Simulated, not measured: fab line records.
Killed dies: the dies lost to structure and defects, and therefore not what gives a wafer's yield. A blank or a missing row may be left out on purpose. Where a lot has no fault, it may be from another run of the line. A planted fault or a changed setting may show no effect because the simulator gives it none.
Which tool was responsible?	flow sfq_line	42 wafers from 14 lots sampled at 6 of the route's 325 steps

WHAT THE GAUGES READ, wafer by wafer
The record lacks any reading of a measuring or inspecting step that a usual standard deviation could be used to judge.

WHICH TOOL RAN EACH LOT (tool, then ch and the chambers of the sampled wafers, then the start)
lot	SFQ_TRILAYER_L0_BARC_OPEN_METAL_ETCH_010	SFQ_TRILAYER_I0_DEP_PECVD_027	SFQ_TRILAYER_I0_CMP_CMP_028	SFQ_TRILAYER_I0_METRO_MEASURE_029	SFQ_TRILAYER_I0_VIA_ETCH_VIA_ETCH_034	SFQ_TRILAYER_I1_VIA_BARC_OPEN_VIA_ETCH_071
L915	rie_metal-03 ch 0,1, day 4 01:47	pecvd-02 ch 0,1,2, day 11 22:55	cmp-01 ch 0,3, day 12 03:35	film_metro-01, day 12 07:18	rie_diel-02 ch 0,1,2, day 13 15:40	rie_diel-03 ch 1,2,3, day 25 18:52
L916	rie_metal-03 ch 0,1, day 4 07:46	pecvd-02 ch 0,2, day 12 04:52	cmp-02 ch 0,2,3, day 12 09:52	film_metro-01, day 12 12:29	rie_diel-04 ch 0,1, day 13 16:52	rie_diel-04 ch 0,1,3, day 25 21:16
L917	rie_metal-01 ch 0,1, day 4 16:10	pecvd-02 ch 0,2, day 12 23:00	cmp-01 ch 0,1,3, day 13 05:09	film_metro-01, day 13 07:46	rie_diel-04 ch 0,2, day 13 21:40	rie_diel-03 ch 0,2,3, day 26 00:52
L918	rie_metal-03 ch 0,1, day 4 22:10	pecvd-02 ch 0,1, day 13 04:59	cmp-01 ch 0,2,3, day 13 11:39	film_metro-02, day 13 13:46	rie_diel-02 ch 0,2,3, day 14 00:04	rie_diel-01 ch 1,2, day 26 05:40
L921	rie_metal-01 ch 0,1, day 5 16:10	pecvd-04 ch 0,2, day 14 09:34	cmp-01 ch 0,2, day 14 11:23	film_metro-04, day 14 14:00	rie_diel-01 ch 1,3, day 15 01:31	rie_diel-01 ch 0,1,2, day 27 23:47
L922	rie_metal-04 ch 0, day 6 02:57	pecvd-02 ch 0,1,2, day 15 00:48	cmp-02 ch 1,2,3, day 15 00:53	film_metro-02, day 15 04:01	rie_diel-02 ch 0,1,3, day 15 07:50	rie_diel-01 ch 0,1,2, day 28 11:55
L923	rie_metal-01 ch 0, day 6 10:09	pecvd-01 ch 0,1,2, day 15 10:24	cmp-02 ch 1,2,3, day 15 11:29	film_metro-04, day 15 13:48	rie_diel-04 ch 0,1,2, day 15 17:07	rie_diel-03 ch 1,3, day 28 20:26
L924	rie_metal-01 ch 0,1, day 6 12:34	pecvd-01 ch 0,1,2, day 15 15:15	cmp-02 ch 1,2, day 15 15:17	film_metro-02, day 15 19:01	rie_diel-01 ch 0,1,3, day 15 21:56	rie_diel-04 ch 0,3, day 29 03:38
L925	rie_metal-03 ch 0,1, day 6 20:57	pecvd-04 ch 1,2, day 16 00:59	cmp-01 ch 2,3, day 16 01:34	film_metro-04, day 16 04:23	rie_diel-02 ch 0,2, day 16 07:50	rie_diel-03 ch 0,1,3, day 29 14:26
L932	rie_metal-04 ch 0,1, day 8 21:23	pecvd-01 ch 1,2, day 18 09:19	cmp-01 ch 0,1,3, day 18 10:24	film_metro-04, day 18 12:31	rie_diel-04 ch 0,1,2, day 18 16:03	rie_diel-01 ch 0,2,3, day 32 04:19
L933	rie_metal-04 ch 0,1, day 9 05:23	pecvd-04 ch 0,1, day 18 17:43	cmp-02 ch 1,2, day 18 18:24	film_metro-01, day 18 21:55	rie_diel-04 ch 0,1, day 21 02:46	rie_diel-04 ch 0,1,2, day 34 01:55
L934	rie_metal-03 ch 0,1, day 9 08:58	pecvd-02 ch 0,1,2, day 19 01:02	cmp-02 ch 0,2,3, day 19 01:37	film_metro-01, day 19 04:14	rie_diel-02 ch 0,1,3, day 23 12:55	rie_diel-03 ch 0,1,3, day 37 01:05
L935	rie_metal-04 ch 0,1, day 9 12:35	pecvd-01 ch 0,2, day 19 14:14	cmp-02 ch 0,3, day 19 14:52	film_metro-04, day 19 18:23	rie_diel-01 ch 1,2, day 26 09:19	rie_diel-03 ch 1,2,3, day 39 17:59
L938	rie_metal-03 ch 1, day 10 06:34	pecvd-04 ch 1,2, day 21 06:05	cmp-01 ch 1,3, day 21 12:15	film_metro-04, day 21 15:22	rie_diel-04 ch 2,3, day 28 02:14	rie_diel-03 ch 0,1,2, day 41 02:23
- SFQ_TRILAYER_L0_BARC_OPEN_METAL_ETCH_010: etches BARC in O2, target depth 125 nm, time 41.7 s.
- SFQ_TRILAYER_I0_DEP_PECVD_027: deposits SiO2 from SiH4/N2O, time 111.11 s, target thk 500 nm.
- SFQ_TRILAYER_I0_CMP_CMP_028: polishes SiO2.
- SFQ_TRILAYER_I0_METRO_MEASURE_029
- SFQ_TRILAYER_I0_VIA_ETCH_VIA_ETCH_034: etches SiO2 in CHF3, stops on Nb, target depth 260 nm.
- SFQ_TRILAYER_I1_VIA_BARC_OPEN_VIA_ETCH_071: etches BARC in O2, target depth 125 nm, time 41.7 s.

WHAT THE TOOLS THEMSELVES READ (means of the sampled wafers that have a number; where no wafer has one, the mark that the record gives instead)
SFQ_TRILAYER_L0_BARC_OPEN_METAL_ETCH_010. Usual: drypump_motor_current_A 5.5 A, standard deviation 0.31; oes_product_au 0.685 a.u., standard deviation 0.0049.
lot	tool	drypump_motor_current_A (A)	oes_product_au (a.u.)	flag
L915	rie_metal-03	5.4	0.686	
L916	rie_metal-03	5.4	0.683	
L917	rie_metal-01	5.5	0.683	
L918	rie_metal-03	5.4	0.688	
L921	rie_metal-01	5.8	0.687	
L922	rie_metal-04	5.4	0.692	
L923	rie_metal-01	5.3	0.680	
L924	rie_metal-01	5.8	0.686	
L925	rie_metal-03	5.4	0.683	
L932	rie_metal-04	5.4	0.684	
L933	rie_metal-04	5.4	0.688	
L934	rie_metal-03	5.4	0.693	
L935	rie_metal-04	5.4	0.684	
L938	rie_metal-03	5.2	0.679	

SFQ_TRILAYER_I0_DEP_PECVD_027. Usual: heater_power_w 73 W, standard deviation 9.2; throttle_valve_pct 24.4 %, standard deviation 1.7.
lot	tool	heater_power_w (W)	throttle_valve_pct (%)	flag
L915	pecvd-02	69	22.7	
L916	pecvd-02	71	22.4	
L917	pecvd-02	78	22.9	
L918	pecvd-02	68	23.0	
L921	pecvd-04	62	25.4	
L922	pecvd-02	64	22.9	
L923	pecvd-01	75	24.2	
L924	pecvd-01	80	24.3	
L925	pecvd-04	79	27.2	
L932	pecvd-01	75	24.3	
L933	pecvd-04	82	27.5	
L934	pecvd-02	71	23.1	
L935	pecvd-01	85	25.0	
L938	pecvd-04	74	26.3	

SFQ_TRILAYER_I0_CMP_CMP_028. Usual: motor_current_A 10.3 A, standard deviation 0.69; time_to_endpoint_s 208 s, standard deviation 7.5.
lot	tool	motor_current_A (A)	time_to_endpoint_s (s)	flag
L915	cmp-01	9.7	221	
L916	cmp-02	10.7	211	
L917	cmp-01	10.0	217	
L918	cmp-01	10.7	213	
L921	cmp-01	10.7	204	
L922	cmp-02	10.2	207	
L923	cmp-02	10.3	210	
L924	cmp-02	9.4	201	
L925	cmp-01	10.7	217	
L932	cmp-01	9.8	207	
L933	cmp-02	9.7	214	
L934	cmp-02	10.8	256	OFF
L935	cmp-02	10.7	253	OFF
L938	cmp-01	9.7	202	

SFQ_TRILAYER_I0_METRO_MEASURE_029. Usual: thk_nm 199.2 nm, standard deviation 1.
lot	tool	thk_nm (nm)	flag
L915	film_metro-01	200.0	
L916	film_metro-01	198.3	
L917	film_metro-01	198.9	
L918	film_metro-02	200.0	
L921	film_metro-04	199.4	
L922	film_metro-02	199.6	
L923	film_metro-04	199.3	
L924	film_metro-02	198.1	
L925	film_metro-04	199.1	
L932	film_metro-04	200.0	
L933	film_metro-01	199.2	
L934	film_metro-01	270.4	OFF
L935	film_metro-04	267.4	OFF
L938	film_metro-04	198.9	

SFQ_TRILAYER_I0_VIA_ETCH_VIA_ETCH_034. Usual: drypump_motor_current_A 5.7 A, standard deviation 0.35; oes_product_au 0.853 a.u., standard deviation 0.005.
lot	tool	drypump_motor_current_A (A)	oes_product_au (a.u.)	flag
L915	rie_diel-02	5.7	0.856	
L916	rie_diel-04	5.6	0.857	
L917	rie_diel-04	5.7	0.850	
L918	rie_diel-02	6.0	0.852	
L921	rie_diel-01	5.7	0.854	
L922	rie_diel-02	5.8	0.854	
L923	rie_diel-04	5.5	0.850	
L924	rie_diel-01	5.6	0.850	
L925	rie_diel-02	5.9	0.852	
L932	rie_diel-04	5.5	0.857	
L933	rie_diel-04	5.4	0.854	
L934	rie_diel-02	5.8	0.949	OFF
L935	rie_diel-01	6.0	0.928	OFF
L938	rie_diel-04	5.5	0.852	

SFQ_TRILAYER_I1_VIA_BARC_OPEN_VIA_ETCH_071. Usual: drypump_motor_current_A 5.4 A, standard deviation 0.36; oes_product_au 0.685 a.u., standard deviation 0.005.
lot	tool	drypump_motor_current_A (A)	oes_product_au (a.u.)	flag
L915	rie_diel-03	5.1	0.687	
L916	rie_diel-04	5.5	0.683	
L917	rie_diel-03	5.3	0.683	
L918	rie_diel-01	5.9	0.686	
L921	rie_diel-01	5.9	0.686	
L922	rie_diel-01	5.9	0.686	
L923	rie_diel-03	5.3	0.685	
L924	rie_diel-04	5.7	0.685	
L925	rie_diel-03	5.2	0.687	
L932	rie_diel-01	5.5	0.692	
L933	rie_diel-04	5.5	0.681	
L934	rie_diel-03	5.2	0.682	
L935	rie_diel-03	5.1	0.681	
L938	rie_diel-03	5.0	0.686	

THE ANSWER, worked out from the rows above alone
Rule: take the mean of a lot's wafers that have a number; if it is more than 3 standard deviations from the usual mean, the lot is off. A lot without any number at a reading at which 4 lots or more have one is off too. Any other lot the step has rows for is counted as sound. After the gauges, taken in route order, come the tools' own readings; for these a lot's mean is taken, as printed above. The first step at which some lot is off is used, and at that step the reading that is off furthest; a lot without a number counts as furthest.
Off: L934, L935, at SFQ_TRILAYER_I0_CMP_CMP_028 (time_to_endpoint_s).
If a tool, at that step or one of the process steps before it, ran each lot that is off and ran no sound lot following the first of them, it fits. One candidate fits, namely cmp-02 at SFQ_TRILAYER_I0_CMP_CMP_028. A fault onset in the window from L933 (day 18 18:24, its last sound lot) to L934 (day 19 01:37, its first lot off) fits.
On the lots that are off, the tool's own readings at SFQ_TRILAYER_I0_CMP_CMP_028 differ by more than 5 times the standard deviation of the sound lots' means, which bears it out; time_to_endpoint_s reads 254 s there versus 210 s on the sound lots.

WHAT HAD BEEN PUT IN BY THE SIMULATOR
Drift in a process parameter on cmp-02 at SFQ_TRILAYER_I0_CMP_CMP_028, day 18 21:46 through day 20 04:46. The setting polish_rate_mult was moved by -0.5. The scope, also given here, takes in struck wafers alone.
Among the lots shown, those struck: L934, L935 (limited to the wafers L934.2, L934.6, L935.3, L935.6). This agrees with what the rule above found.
